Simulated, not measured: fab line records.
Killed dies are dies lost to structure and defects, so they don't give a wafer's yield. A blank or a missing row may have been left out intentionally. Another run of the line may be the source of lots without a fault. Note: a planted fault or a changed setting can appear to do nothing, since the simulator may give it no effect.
What tool caused it? :: flow sky130 :: 72 wafers from 24 lots sampled at 4 of the route's 708 steps

WHAT THE GAUGES READ, wafer by wafer
SKY_METAL3_CD_MEAS_13 targets a cd of 300 nm.
lot: L074
measured: day 38 03:23
on: cd_sem-01
cd_nm (nm): 299.5 301.1 299.6

lot: L075
measured: day 38 21:40
on: cd_sem-01
cd_nm (nm): 299.9 301.6 301.5

lot: L076
measured: day 39 00:41
on: cd_sem-02
cd_nm (nm): 301.0 299.2 299.7

lot: L077
measured: day 39 06:58
on: cd_sem-01
cd_nm (nm): 299.4 300.5 299.3

lot: L078
measured: day 39 14:31
on: cd_sem-01
cd_nm (nm): 299.5 300.3 298.1

lot: L079
measured: day 40 01:50
on: cd_sem-02
cd_nm (nm): 300.5 298.8 299.4

lot: L082
measured: day 40 18:44
on: cd_sem-02
cd_nm (nm): 298.8 297.9 299.3

lot: L081
measured: day 40 19:54
on: cd_sem-02
cd_nm (nm): 298.1 297.7 299.3

lot: L080
measured: day 40 20:57
on: cd_sem-01
cd_nm (nm): 299.0 299.3 301.3

lot: L083
measured: day 41 07:10
on: cd_sem-01
cd_nm (nm): 300.3 299.6 299.3

lot: L084
measured: day 41 12:02
on: cd_sem-02
cd_nm (nm): 299.9 301.4 300.9

lot: L085
measured: day 41 16:31
on: cd_sem-01
cd_nm (nm): 303.3 302.8 302.3

lot: L086
measured: day 41 23:40
on: cd_sem-02
cd_nm (nm): 301.8 302.5 301.2

lot: L087
measured: day 42 05:10
on: cd_sem-02
cd_nm (nm): 297.7 297.8 299.0

lot: L088
measured: day 42 09:29
on: cd_sem-02
cd_nm (nm): 300.3 301.0 300.2

lot: L089
measured: day 42 18:18
on: cd_sem-02
cd_nm (nm): 301.5 301.2 301.3

lot: L090
measured: day 43 07:43
on: cd_sem-02
cd_nm (nm): 299.5 299.9 300.1

lot: L091
measured: day 43 12:29
on: cd_sem-02
cd_nm (nm): 300.4 301.0 301.0

lot: L092
measured: day 43 12:50
on: cd_sem-01
cd_nm (nm): 301.4 301.0 300.5

lot: L093
measured: day 44 05:01
on: cd_sem-01
cd_nm (nm): 299.6 296.6 299.4

lot: L094
measured: day 44 07:35
on: cd_sem-02
cd_nm (nm): 299.9 300.5 299.8

lot: L095
measured: day 44 10:28
on: cd_sem-02
cd_nm (nm): 299.4 300.2 299.3

lot: L096
measured: day 44 13:35
on: cd_sem-01
cd_nm (nm): 300.2 299.9 298.7

lot: L097
measured: day 46 02:38
on: cd_sem-01
cd_nm (nm): 299.6 299.7 299.9

SKY_VIA4_THK_MEAS_01.
lot: L074
measured: day 41 08:53
on: film_metro-01
VIA4_HDPCVD_THK (nm): 1748 1750 1748

lot: L075
measured: day 41 23:10
on: film_metro-04
VIA4_HDPCVD_THK (nm): 1733 1765 1743

lot: L076
measured: day 42 02:17
on: film_metro-04
VIA4_HDPCVD_THK (nm): 1754 1717 1730

lot: L077
measured: day 42 09:48
on: film_metro-02
VIA4_HDPCVD_THK (nm): 1746 1748 1735

lot: L078
measured: day 42 15:31
on: film_metro-02
VIA4_HDPCVD_THK (nm): 1760 1749 1762

lot: L079
measured: day 43 03:08
on: film_metro-02
VIA4_HDPCVD_THK (nm): 1758 1756 1738

lot: L082
measured: day 44 05:56
on: film_metro-02
VIA4_HDPCVD_THK (nm): 1758 1753 1751

lot: L081
measured: day 44 06:59
on: film_metro-01
VIA4_HDPCVD_THK (nm): 1766 1765 1758

lot: L080
measured: day 44 07:25
on: film_metro-04
VIA4_HDPCVD_THK (nm): 1739 1727 1711

lot: L083
measured: day 44 12:42
on: film_metro-02
VIA4_HDPCVD_THK (nm): 1740 1756 1763

lot: L084
measured: day 44 14:30
on: film_metro-04
VIA4_HDPCVD_THK (nm): 1746 1765 1764

lot: L085
measured: day 44 16:34
on: film_metro-01
VIA4_HDPCVD_THK (nm): 1729 1740 1747

lot: L086
measured: day 44 22:51
on: film_metro-01
VIA4_HDPCVD_THK (nm): 1760 1766 1774

lot: L087
measured: day 45 06:40
on: film_metro-01
VIA4_HDPCVD_THK (nm): 1764 1759 1762

lot: L088
measured: day 45 10:52
on: film_metro-01
VIA4_HDPCVD_THK (nm): 1739 1731 1718

lot: L089
measured: day 45 16:19
on: film_metro-01
VIA4_HDPCVD_THK (nm): 1711 1732 1715

lot: L090
measured: day 46 07:35
on: film_metro-04
VIA4_HDPCVD_THK (nm): 1742 1748 1729

lot: L091
measured: day 46 11:53
on: film_metro-01
VIA4_HDPCVD_THK (nm): 1729 1738 1706

lot: L092
measured: day 46 12:22
on: film_metro-01
VIA4_HDPCVD_THK (nm): 1757 1749 1743

lot: L093
measured: day 47 00:52
on: film_metro-01
VIA4_HDPCVD_THK (nm): 1756 1747 1742

lot: L094
measured: day 47 04:29
on: film_metro-04
VIA4_HDPCVD_THK (nm): 1752 1725 1743

lot: L095
measured: day 47 05:32
on: film_metro-01
VIA4_HDPCVD_THK (nm): 1727 1751 1739

lot: L096
measured: day 47 08:44
on: film_metro-02
VIA4_HDPCVD_THK (nm): 1734 1742 1727

lot: L097
measured: day 48 18:01
on: film_metro-04
VIA4_HDPCVD_THK (nm): 1744 1742 1735

TOOL THAT RAN EACH LOT (tool first, then ch and the chambers of the sampled wafers, then the start)
lot: L074
SKY_CAPM_SPUTTER_02: pvd_sputter-03, day 36 00:09
SKY_VIA3_STRIP_16: plasma_asher-01 ch 0,1, day 39 06:22

lot: L075
SKY_CAPM_SPUTTER_02: pvd_sputter-02, day 36 17:04
SKY_VIA3_STRIP_16: plasma_asher-03 ch 0,1, day 39 23:50

lot: L076
SKY_CAPM_SPUTTER_02: pvd_sputter-02, day 36 20:59
SKY_VIA3_STRIP_16: plasma_asher-04 ch 0,1, day 40 02:43

lot: L077
SKY_CAPM_SPUTTER_02: pvd_sputter-02, day 37 03:54
SKY_VIA3_STRIP_16: plasma_asher-01 ch 0,1, day 40 09:29

lot: L078
SKY_CAPM_SPUTTER_02: pvd_sputter-02, day 37 11:44
SKY_VIA3_STRIP_16: plasma_asher-04 ch 1, day 40 16:52

lot: L079
SKY_CAPM_SPUTTER_02: pvd_sputter-02, day 38 00:01
SKY_VIA3_STRIP_16: plasma_asher-04 ch 0,1, day 41 03:34

lot: L082
SKY_CAPM_SPUTTER_02: pvd_sputter-02, day 38 17:59
SKY_VIA3_STRIP_16: plasma_asher-01 ch 0,1, day 42 05:28

lot: L081
SKY_CAPM_SPUTTER_02: pvd_sputter-01, day 38 19:23
SKY_VIA3_STRIP_16: plasma_asher-04 ch 0,1, day 42 05:38

lot: L080
SKY_CAPM_SPUTTER_02: pvd_sputter-02, day 38 20:02
SKY_VIA3_STRIP_16: plasma_asher-03 ch 0,1, day 42 06:48

lot: L083
SKY_CAPM_SPUTTER_02: pvd_sputter-02, day 39 07:47
SKY_VIA3_STRIP_16: plasma_asher-01 ch 0,1, day 42 11:49

lot: L084
SKY_CAPM_SPUTTER_02: pvd_sputter-02, day 39 15:44
SKY_VIA3_STRIP_16: plasma_asher-04 ch 0,1, day 42 13:51

lot: L085
SKY_CAPM_SPUTTER_02: pvd_sputter-01, day 39 19:24
SKY_VIA3_STRIP_16: plasma_asher-03 ch 0,1, day 42 17:34

lot: L086
SKY_CAPM_SPUTTER_02: pvd_sputter-03, day 40 03:17
SKY_VIA3_STRIP_16: plasma_asher-01 ch 0,1, day 42 22:53

lot: L087
SKY_CAPM_SPUTTER_02: pvd_sputter-01, day 40 06:48
SKY_VIA3_STRIP_16: plasma_asher-04 ch 0,1, day 43 06:10

lot: L088
SKY_CAPM_SPUTTER_02: pvd_sputter-02, day 40 12:31
SKY_VIA3_STRIP_16: plasma_asher-04 ch 0, day 43 10:23

lot: L089
SKY_CAPM_SPUTTER_02: pvd_sputter-01, day 40 21:53
SKY_VIA3_STRIP_16: plasma_asher-04 ch 0,1, day 43 18:30

lot: L090
SKY_CAPM_SPUTTER_02: pvd_sputter-02, day 41 09:37
SKY_VIA3_STRIP_16: plasma_asher-03 ch 0,1, day 44 08:32

lot: L091
SKY_CAPM_SPUTTER_02: pvd_sputter-02, day 41 13:47
SKY_VIA3_STRIP_16: plasma_asher-04 ch 0,1, day 44 13:43

lot: L092
SKY_CAPM_SPUTTER_02: pvd_sputter-02, day 41 14:05
SKY_VIA3_STRIP_16: plasma_asher-03 ch 0,1, day 44 13:55

lot: L093
SKY_CAPM_SPUTTER_02: pvd_sputter-03, day 42 06:50
SKY_VIA3_STRIP_16: plasma_asher-01 ch 0,1, day 45 04:53

lot: L094
SKY_CAPM_SPUTTER_02: pvd_sputter-03, day 42 09:20
SKY_VIA3_STRIP_16: plasma_asher-04 ch 0,1, day 45 07:04

lot: L095
SKY_CAPM_SPUTTER_02: pvd_sputter-03, day 42 13:02
SKY_VIA3_STRIP_16: plasma_asher-04 ch 0,1, day 45 10:31

lot: L096
SKY_CAPM_SPUTTER_02: pvd_sputter-02, day 42 15:46
SKY_VIA3_STRIP_16: plasma_asher-01 ch 0,1, day 45 13:04

lot: L097
SKY_CAPM_SPUTTER_02: pvd_sputter-02, day 44 07:31
SKY_VIA3_STRIP_16: plasma_asher-01 ch 0,1, day 47 00:34
- SKY_CAPM_SPUTTER_02: material TiN, target thk 200 nm, time 166.7 s.
- SKY_VIA3_STRIP_16: strips in O2/N2.

AS READ BY THE TOOLS THEMSELVES (means over the sampled wafers that have a number; for cases with no such wafer, the mark the record gives instead)
SKY_CAPM_SPUTTER_02.
lot: L074
tool: pvd_sputter-03
throttle_valve_pct (%): 29.1

lot: L075
tool: pvd_sputter-02
throttle_valve_pct (%): 29.8

lot: L076
tool: pvd_sputter-02
throttle_valve_pct (%): 29.9

lot: L077
tool: pvd_sputter-02
throttle_valve_pct (%): 29.9

lot: L078
tool: pvd_sputter-02
throttle_valve_pct (%): 29.9

lot: L079
tool: pvd_sputter-02
throttle_valve_pct (%): 29.9

lot: L082
tool: pvd_sputter-02
throttle_valve_pct (%): 29.6

lot: L081
tool: pvd_sputter-01
throttle_valve_pct (%): 31.1

lot: L080
tool: pvd_sputter-02
throttle_valve_pct (%): 29.8

lot: L083
tool: pvd_sputter-02
throttle_valve_pct (%): 30.0

lot: L084
tool: pvd_sputter-02
throttle_valve_pct (%): 29.8

lot: L085
tool: pvd_sputter-01
throttle_valve_pct (%): 30.9

lot: L086
tool: pvd_sputter-03
throttle_valve_pct (%): 29.4

lot: L087
tool: pvd_sputter-01
throttle_valve_pct (%): 30.2

lot: L088
tool: pvd_sputter-02
throttle_valve_pct (%): 30.1

lot: L089
tool: pvd_sputter-01
throttle_valve_pct (%): 30.6

lot: L090
tool: pvd_sputter-02
throttle_valve_pct (%): 30.0

lot: L091
tool: pvd_sputter-02
throttle_valve_pct (%): 30.2

lot: L092
tool: pvd_sputter-02
throttle_valve_pct (%): 29.7

lot: L093
tool: pvd_sputter-03
throttle_valve_pct (%): 29.1

lot: L094
tool: pvd_sputter-03
throttle_valve_pct (%): 29.5

lot: L095
tool: pvd_sputter-03
throttle_valve_pct (%): 29.3

lot: L096
tool: pvd_sputter-02
throttle_valve_pct (%): 30.0

lot: L097
tool: pvd_sputter-02
throttle_valve_pct (%): 29.9

SKY_VIA3_STRIP_16.
lot: L074
tool: plasma_asher-01
chamber_pressure_mTorr (mTorr): 1500.6
drypump_motor_current_A (A): 5.8
oes_product_au (a.u.): 0.398
strip_time_to_endpoint_s (s): 4.13

lot: L075
tool: plasma_asher-03
chamber_pressure_mTorr (mTorr): 1499.1
drypump_motor_current_A (A): 6.1
oes_product_au (a.u.): 0.403
strip_time_to_endpoint_s (s): 4.11

lot: L076
tool: plasma_asher-04
chamber_pressure_mTorr (mTorr): 1500.8
drypump_motor_current_A (A): 5.7
oes_product_au (a.u.): 0.402
strip_time_to_endpoint_s (s): 4.13

lot: L077
tool: plasma_asher-01
chamber_pressure_mTorr (mTorr): 1499.4
drypump_motor_current_A (A): 6.0
oes_product_au (a.u.): 0.399
strip_time_to_endpoint_s (s): 4.14

lot: L078
tool: plasma_asher-04
chamber_pressure_mTorr (mTorr): 1500.0
drypump_motor_current_A (A): 5.3
oes_product_au (a.u.): 0.404
strip_time_to_endpoint_s (s): 4.11

lot: L079
tool: plasma_asher-04
chamber_pressure_mTorr (mTorr): 1499.8
drypump_motor_current_A (A): 5.7
oes_product_au (a.u.): 0.406
strip_time_to_endpoint_s (s): 4.12

lot: L082
tool: plasma_asher-01
chamber_pressure_mTorr (mTorr): 1499.2
drypump_motor_current_A (A): 6.1
oes_product_au (a.u.): 0.407
strip_time_to_endpoint_s (s): 4.16

lot: L081
tool: plasma_asher-04
chamber_pressure_mTorr (mTorr): 1501.1
drypump_motor_current_A (A): 5.5
oes_product_au (a.u.): 0.402
strip_time_to_endpoint_s (s): 4.12

lot: L080
tool: plasma_asher-03
chamber_pressure_mTorr (mTorr): 1500.5
drypump_motor_current_A (A): 5.8
oes_product_au (a.u.): 0.396
strip_time_to_endpoint_s (s): 4.12

lot: L083
tool: plasma_asher-01
chamber_pressure_mTorr (mTorr): 1501.7
drypump_motor_current_A (A): 5.8
oes_product_au (a.u.): 0.397
strip_time_to_endpoint_s (s): 4.12

lot: L084
tool: plasma_asher-04
chamber_pressure_mTorr (mTorr): 1500.0
drypump_motor_current_A (A): 5.5
oes_product_au (a.u.): 0.402
strip_time_to_endpoint_s (s): 4.10

lot: L085
tool: plasma_asher-03
chamber_pressure_mTorr (mTorr): 1500.8
drypump_motor_current_A (A): 5.8
oes_product_au (a.u.): 0.404
strip_time_to_endpoint_s (s): 4.15

lot: L086
tool: plasma_asher-01
chamber_pressure_mTorr (mTorr): 1501.3
drypump_motor_current_A (A): 6.0
oes_product_au (a.u.): 0.397
strip_time_to_endpoint_s (s): 4.10

lot: L087
tool: plasma_asher-04
chamber_pressure_mTorr (mTorr): 1499.2
drypump_motor_current_A (A): 5.7
oes_product_au (a.u.): 0.405
strip_time_to_endpoint_s (s): 4.15

lot: L088
tool: plasma_asher-04
chamber_pressure_mTorr (mTorr): 1500.9
drypump_motor_current_A (A): 5.9
oes_product_au (a.u.): 0.401
strip_time_to_endpoint_s (s): 4.14

lot: L089
tool: plasma_asher-04
chamber_pressure_mTorr (mTorr): 1500.7
drypump_motor_current_A (A): 5.5
oes_product_au (a.u.): 0.403
strip_time_to_endpoint_s (s): 4.15

lot: L090
tool: plasma_asher-03
chamber_pressure_mTorr (mTorr): 1500.3
drypump_motor_current_A (A): 6.1
oes_product_au (a.u.): 0.397
strip_time_to_endpoint_s (s): 4.12

lot: L091
tool: plasma_asher-04
chamber_pressure_mTorr (mTorr): 1500.6
drypump_motor_current_A (A): 5.7
oes_product_au (a.u.): 0.402
strip_time_to_endpoint_s (s): 4.11

lot: L092
tool: plasma_asher-03
chamber_pressure_mTorr (mTorr): 1499.6
drypump_motor_current_A (A): 5.8
oes_product_au (a.u.): 0.402
strip_time_to_endpoint_s (s): 4.20

lot: L093
tool: plasma_asher-01
chamber_pressure_mTorr (mTorr): 1501.2
drypump_motor_current_A (A): 5.8
oes_product_au (a.u.): 0.400
strip_time_to_endpoint_s (s): 4.14

lot: L094
tool: plasma_asher-04
chamber_pressure_mTorr (mTorr): 1499.5
drypump_motor_current_A (A): 5.5
oes_product_au (a.u.): 0.406
strip_time_to_endpoint_s (s): 4.16

lot: L095
tool: plasma_asher-04
chamber_pressure_mTorr (mTorr): 1499.1
drypump_motor_current_A (A): 5.7
oes_product_au (a.u.): 0.401
strip_time_to_endpoint_s (s): 4.15

lot: L096
tool: plasma_asher-01
chamber_pressure_mTorr (mTorr): 1500.3
drypump_motor_current_A (A): 6.0
oes_product_au (a.u.): 0.402
strip_time_to_endpoint_s (s): 4.11

lot: L097
tool: plasma_asher-01
chamber_pressure_mTorr (mTorr): 1499.7
drypump_motor_current_A (A): 6.0
oes_product_au (a.u.): 0.404
strip_time_to_endpoint_s (s): 4.09

THE ANSWER, worked out from the rows above alone
Rule: usual is defined by the lots themselves. The widest of any qualifying gaps counts: lots, ordered by their means at a reading, are off when they make up no more than a third of the lots, leave a main group of 4 or more, and stand apart from it by 3 or more times the standard deviation of that group's means. A main group is skipped when, at the precision printed for the reading in the tables above, its means are all equal. Also off: a lot with no number at a reading for which 4 or more lots have one. All remaining lots with rows at the step are treated as sound. Order of review: gauges by route order, followed by the tools' own readings, for which a lot's mean as printed above is used. The first step at which some lot is off is used, and at that step the reading that is off furthest; a lot without a number counts as furthest.
Across all readings shown, no lot is off: no conclusion can be drawn from this.

WHAT WAS PUT IN BY THE SIMULATOR
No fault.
